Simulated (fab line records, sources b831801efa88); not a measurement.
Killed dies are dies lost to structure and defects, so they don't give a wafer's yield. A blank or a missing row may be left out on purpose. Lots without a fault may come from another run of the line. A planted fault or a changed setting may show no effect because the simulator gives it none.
Chamber matching | flow sky130 | SKY_LI_CONTACT_CMP_02 on cmp-02: 4 sister chambers
The step polishes PSG. 8 wafers are shown with their chamber, then 8 later ones without.

WAFERS WITH THEIR CHAMBER
wafer  | chamber | motor_current_A (A) | time_to_endpoint_s (s)
L492.2 | 0       | 12.3                | 37.2
L492.5 | 3       | 11.4                | 38.5
L495.1 | 0       | 11.7                | 33.1
L495.5 | 2       | 12.0                | 33.9
L496.1 | 3       | 10.9                | 36.7
L496.3 | 2       | 11.9                | 33.5
L496.4 | 1       | 9.2                 | 35.2
L509.2 | 1       | 9.4                 | 36.4

WAFERS WITHOUT THEIR CHAMBER
wafer  | motor_current_A (A) | time_to_endpoint_s (s)
L509.3 | 11.4                | 34.4
L509.6 | 11.2                | 32.2
L511.4 | 12.4                | 30.5
L511.5 | 9.0                 | 31.5
L511.6 | 12.2                | 30.6
L512.1 | 12.3                | 33.2
L512.3 | 9.4                 | 33.3
L512.4 | 11.5                | 30.6

WHICH CHAMBER EACH WENT THROUGH
wafer  | from the rows above          | in truth
L509.3 | can't be placed: 2 or 3 or 0 | 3
L509.6 | can't be placed: 2 or 3 or 0 | 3
L511.4 | can't be placed: 2 or 0      | 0
L511.5 | 1                            | 1
L511.6 | can't be placed: 2 or 0      | 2
L512.1 | can't be placed: 2 or 0      | 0
L512.3 | 1                            | 1
L512.4 | can't be placed: 2 or 0 or 3 | 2
Placed correctly: 2 of 8. Can't be placed from these rows: 6 (the true chamber is among the candidates in 6). Placed wrongly: 0.
How it was worked out, from the rows above alone: a wafer's distance from a chamber is the root of the sum, over the readings, of the square of ((its reading less the chamber's mean) divided by the reading's scatter). The wafer belongs to the nearest chamber; if the next one is less than 2 further off, it can't be placed. A chamber's mean is the mean of its shown wafers. The scatter: the root of (the sum of the squares of (reading less its chamber's mean) over the shown wafers, divided by (wafers less chambers)).
